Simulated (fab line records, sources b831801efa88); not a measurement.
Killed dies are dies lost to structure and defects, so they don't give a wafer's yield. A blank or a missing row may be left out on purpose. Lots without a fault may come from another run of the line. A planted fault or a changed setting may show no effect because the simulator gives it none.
Which tool did it? | flow gf180mcu | 14 lots, 42 wafers sampled, at 4 steps of a route of 602

WHAT THE GAUGES READ, wafer by wafer
GF_V5_THK_MEAS_01. Usual: V5_CVD_00_THK 299 nm, standard deviation 3.2.
lot  | measured     | on            | V5_CVD_00_THK (nm) | flag
L244 | day 26 14:17 | film_metro-03 | 296 302 301        |
L245 | day 27 01:19 | film_metro-03 | 303 300 301        |
L246 | day 27 11:13 | film_metro-01 | 303 300 300        |
L247 | day 27 16:41 | film_metro-03 | 300 294 299        |
L250 | day 28 12:26 | film_metro-02 | 292 298 291        |
L258 | day 31 03:00 | film_metro-01 | 298 299 301        |
L259 | day 31 06:56 | film_metro-03 | 302 299 297        |
L261 | day 31 18:19 | film_metro-02 | 296 295 296        |
L262 | day 32 04:39 | film_metro-03 | 298 300 303        |
L263 | day 32 05:56 | film_metro-02 | 293 299 298        |
L264 | day 32 18:53 | film_metro-02 | 301 305 300        |
L266 | day 32 18:53 | film_metro-03 | 300 299 300        |

GF_PASSIVATION_BOW_MEAS_14. Usual: PASSIVATION_BOW 134 um, standard deviation 11.
lot  | measured     | on            | PASSIVATION_BOW (um) | flag
L244 | day 29 05:31 | film_metro-02 | 126 125 135          |
L245 | day 29 15:47 | film_metro-01 | 137 133 131          |
L246 | day 30 02:38 | film_metro-04 | 124 122 135          |
L247 | day 30 07:01 | film_metro-04 | 141 141 155          |
L250 | day 31 00:26 | film_metro-04 | 132 133 125          |
L258 | day 33 09:56 | film_metro-01 | 154 161 152          |
L259 | day 33 13:14 | film_metro-02 | 136 126 134          |
L261 | day 33 23:47 | film_metro-04 | 126 141 138          |
L262 | day 34 09:33 | film_metro-01 | 126 131 126          |
L263 | day 34 10:55 | film_metro-02 | 144 142 137          |
L264 | day 34 23:37 | film_metro-01 | 124 127 136          |
L266 | day 34 22:07 | film_metro-04 | 126 120 130          |

WHICH TOOL RAN EACH LOT (tool, then ch and the chambers of the sampled wafers, then the start)
lot  | GF_DUAL_GATE_DEVELOP_10           | GF_V5_CVD_02
L244 | litho_track-04 ch 0, day 8 15:58  | pecvd-03 ch 0,1,2, day 26 14:20
L245 | litho_track-03 ch 0, day 8 22:20  | pecvd-02 ch 0,1,2, day 27 01:23
L246 | litho_track-03 ch 0, day 9 04:40  | pecvd-04 ch 0,1,2, day 27 11:18
L247 | litho_track-04 ch 0, day 9 13:01  | pecvd-03 ch 1,2, day 27 16:45
L249 | litho_track-04 ch 0, day 10 04:19 | -
L250 | litho_track-03 ch 0, day 10 08:44 | pecvd-03 ch 0,2, day 28 12:30
L251 | litho_track-04 ch 0, day 10 18:37 | -
L258 | litho_track-03 ch 0, day 12 17:53 | pecvd-03 ch 0,1,2, day 31 03:04
L259 | litho_track-02 ch 0, day 12 20:10 | pecvd-02 ch 0,1,2, day 31 06:59
L261 | litho_track-04 ch 0, day 13 13:58 | pecvd-04 ch 0,2, day 31 18:22
L262 | litho_track-04 ch 0, day 13 19:54 | pecvd-02 ch 1,2, day 32 04:42
L263 | litho_track-04 ch 0, day 14 03:31 | pecvd-03 ch 0,1, day 32 06:00
L264 | litho_track-03 ch 0, day 14 10:56 | pecvd-03 ch 1,2, day 32 18:57
L266 | litho_track-02 ch 0, day 14 22:33 | pecvd-02 ch 1,2, day 32 18:56
- GF_DUAL_GATE_DEVELOP_10: develop time 60 s.
- GF_V5_CVD_02: deposits SiO2 from TEOS, target thk 1450 nm, time 163.28 s.

WHAT THE TOOLS THEMSELVES READ (means of the sampled wafers that have a number; where no wafer has one, the mark that the record gives instead)
GF_V5_CVD_02. Usual: heater_power_w 683 W, standard deviation 120.
lot  | tool     | heater_power_w (W) | flag
L244 | pecvd-03 | 761                |
L245 | pecvd-02 | 693                |
L246 | pecvd-04 | 672                |
L247 | pecvd-03 | 640                |
L250 | pecvd-03 | 706                |
L258 | pecvd-03 | 695                |
L259 | pecvd-02 | 654                |
L261 | pecvd-04 | 703                |
L262 | pecvd-02 | 649                |
L263 | pecvd-03 | 734                |
L264 | pecvd-03 | 618                |
L266 | pecvd-02 | 649                |

THE ANSWER, worked out from the rows above alone
Rule: a lot is off if the mean of its wafers that have a number lies more than 3 standard deviations from the usual mean. A lot without any number at a reading at which 4 lots or more have one is off too. The other lots that the step has rows for count as sound. The gauges are gone through in route order, then the tools' own readings, and for those a lot's mean is taken as printed above. The first step at which some lot is off is used, and at that step the reading that is off furthest; a lot without a number counts as furthest.
No lot is off at any reading shown: from this, nothing can be told.

WHAT THE SIMULATOR HAD PUT IN
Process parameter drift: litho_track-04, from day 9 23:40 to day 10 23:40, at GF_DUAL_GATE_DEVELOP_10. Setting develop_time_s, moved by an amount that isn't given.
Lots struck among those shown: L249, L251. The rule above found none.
